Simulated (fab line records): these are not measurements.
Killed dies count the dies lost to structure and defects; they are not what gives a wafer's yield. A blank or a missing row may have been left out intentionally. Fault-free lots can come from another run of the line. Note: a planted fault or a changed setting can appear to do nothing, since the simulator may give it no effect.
Comparing a struck lot with a sound one :: flow sky130 :: 28 out of 708 route steps
Sound: the wafers L505.2, L505.4, L505.6. Struck: wafer L513.4. (L513.1 of the same lot was not struck and is left out.) The cause comes at the end.
Per side, at each step with rows, come the tool, then ch with its chambers, and then its first start. Under that, the readings that differ: sound wafers :: struck wafers :: difference of the means :: sigmas: that difference in standard deviations of wafers without a fault.
alike: a reading whose means differ by less than 2 such deviations, as well as words and numbers matching on both sides. not compared: withheld readings; readings where some wafer has no value; bounds like >300 that might hide an equal value; numbers whose values overlap and for which the record gives no deviation.
The two part at a step that has a row with sigmas, a row that says differs or no value, or rows on one side only. When numbers do not overlap yet have no deviation, they are printed without sigmas and do not part them. Lack of a reading on every wafer of one side parts them only where that side has two or more wafers.

SKY_VIA4_ETCH_12: etches SiO2 in C4F8/O2/Ar, stops on TiN, target depth 580 nm.
  sound on rie_diel-03 ch 2,3, day 43 17:11; struck on rie_diel-03 ch 0, day 46 00:41
  alike: oes_product_au
SKY_VIA4_STRIP_13: strips in O2/N2.
  sound on plasma_asher-01 ch 0,1, day 43 17:16; struck on plasma_asher-01 ch 0, day 46 00:46
  alike: drypump_motor_current_A, oes_product_au, strip_time_to_endpoint_s
  not compared: rf_hours_counter_h
then, 3 steps without rows for these wafers: SKY_VIA4_STRIP_14 (strips in post etch residue remover, time 1200 s); SKY_VIA4_CLEAN_15 (cleans in IPA, time 180 s); SKY_VIA4_CLEAN_16 (cleans in O3/DIW).
SKY_VIA4_SPUTTER_17: material TiN, target thk 20 nm, time 80 s.
  sound on pvd_sputter-01 at day 43 17:51; struck on pvd_sputter-02 at day 46 01:22
  alike: throttle_valve_pct
then, 1 step without rows for these wafers: SKY_VIA4_CVD_18 (deposits W, target thk 505 nm, time 152.14 s).
SKY_VIA4_RS_MEAS_19: measures by four-point-probe.
  sound on film_metro-03 at day 43 18:05; struck on film_metro-02 at day 46 01:35
  alike: VIA4_W_RS
SKY_VIA4_THK_MEAS_20: measures by xrf.
  sound on film_metro-03 at day 43 18:12; struck on film_metro-02 at day 46 01:42
  alike: VIA4_W_THK
then, 1 step without rows for these wafers: SKY_VIA4_CMP_21 (polishes, stops on SiO2, t overpolish 25 s, target thk 0 nm).
SKY_METAL5_SPUTTER_00: material Ti, target thk 15 nm, time 10 s.
  sound on pvd_sputter-04 at day 43 18:33; struck on pvd_sputter-04 at day 46 02:04
  alike: throttle_valve_pct
then, 1 step without rows for these wafers: SKY_METAL5_SPUTTER_01 (material TiN, target thk 20 nm, time 16.7 s).
SKY_METAL5_SPUTTER_02: material AlCu, target thk 1150 nm, time 61.2 s.
  sound on pvd_sputter-04 at day 43 18:36; struck on pvd_sputter-04 at day 46 02:06
reading: model.AlCu_of_METAL5_SPUTTER_02.thk_nm (nm)
sound: 1133 1143 1148
struck: 1337
difference: +196
sigmas: 
  alike: throttle_valve_pct
then, 2 steps without rows for these wafers: SKY_METAL5_SPUTTER_03 (material Ti, target thk 5 nm, time 3.3 s); SKY_METAL5_SPUTTER_04 (material TiN, target thk 70 nm, time 58.3 s).
SKY_METAL5_RS_MEAS_05: measures by four-point-probe.
  sound on film_metro-02 at day 43 18:44; struck on film_metro-02 at day 46 02:13
reading: METAL5_ALCU_RS (ohm/sq)
sound: 0.02744 0.02717 0.02704
struck: 0.02322
difference: -0.00400
sigmas: -17
SKY_METAL5_THK_MEAS_06: measures by xrf.
  sound on film_metro-02 at day 43 18:50; struck on film_metro-02 at day 46 02:20
reading: METAL5_ALCU_THK (nm)
sound: 1130 1142 1147
struck: 1339
difference: +199
sigmas: +18
then, 7 steps without rows for these wafers: SKY_METAL5_DEHYDRATE_07 (time 60 s); SKY_METAL5_HMDS_08 (prime time 60 s); SKY_METAL5_COAT_09 (resist thk 1800 nm); SKY_METAL5_SOFTBAKE_10 (time 60 s); SKY_METAL5_EXPOSE_11 (exposes mask MM5, target cd 1600 nm); SKY_METAL5_PEB_12; SKY_METAL5_DEVELOP_13 (develop time 60 s).
SKY_METAL5_DESCUM_14: chemistry O2, time 11 s.
  sound on rie_metal-01 ch 0,1, day 44 18:21; struck on rie_metal-02 ch 0, day 46 22:10
  alike: drypump_motor_current_A, oes_product_au
  not compared: rf_hours_counter_h
SKY_METAL5_METAL_ETCH_15: etches the open film in Cl2/BCl3, stops on SiO2, target depth 1260 nm, time 252 s.
  sound on rie_metal-01 ch 0,1, day 44 18:23; struck on rie_metal-02 ch 0, day 46 22:12
reading: oes_product_au (a.u.)
sound: 0.898 0.888 0.895
struck: 0.966
difference: +0.072
sigmas: +12
  alike: bcl3_flow_sccm, drypump_motor_current_A, throttle_valve_pct
  not compared: rf_hours_counter_h
then, 1 step without rows for these wafers: SKY_METAL5_STRIP_16 (strips in O2/N2).
SKY_PAD_OPEN_PROBE_99:
  sound on prober-01 at day 46 17:29; struck on prober-01 at day 48 16:55
reading: killed_at_M4_up
sound: 3 1 3
struck: 6
difference: +4
sigmas: +2

reading: model.etest.met5_comb.leak_log10_a_um
sound: -12.1 -11.99 -12.09
struck: -11.77
difference: +0.29
sigmas: 

reading: model.etest.met5.rs_ohm_sq
sound: 0.02775 0.02749 0.02715
struck: 0.02337
difference: -0.00409
sigmas: 

reading: model.etest.met5.line_ohm_um
sound: 0.01727 0.01715 0.01696
struck: 0.01465
difference: -0.00248
sigmas: 
  alike: defect_limited_yield, killed_at_M0_to_M3, killed_at_contacts, killed_at_front_end, killed_at_other, killed_dies, killed_open, killed_short, sort_bin_3_pad_short, sort_bin_5_function, sort_bin_6_memory, sort_n_pass, sort_yield_pct

== WHERE THEY PART ==
Last at SKY_PAD_OPEN_PROBE_99 as far as this record goes, first at SKY_METAL5_RS_MEAS_05.

WHY: whatever the simulator had introduced
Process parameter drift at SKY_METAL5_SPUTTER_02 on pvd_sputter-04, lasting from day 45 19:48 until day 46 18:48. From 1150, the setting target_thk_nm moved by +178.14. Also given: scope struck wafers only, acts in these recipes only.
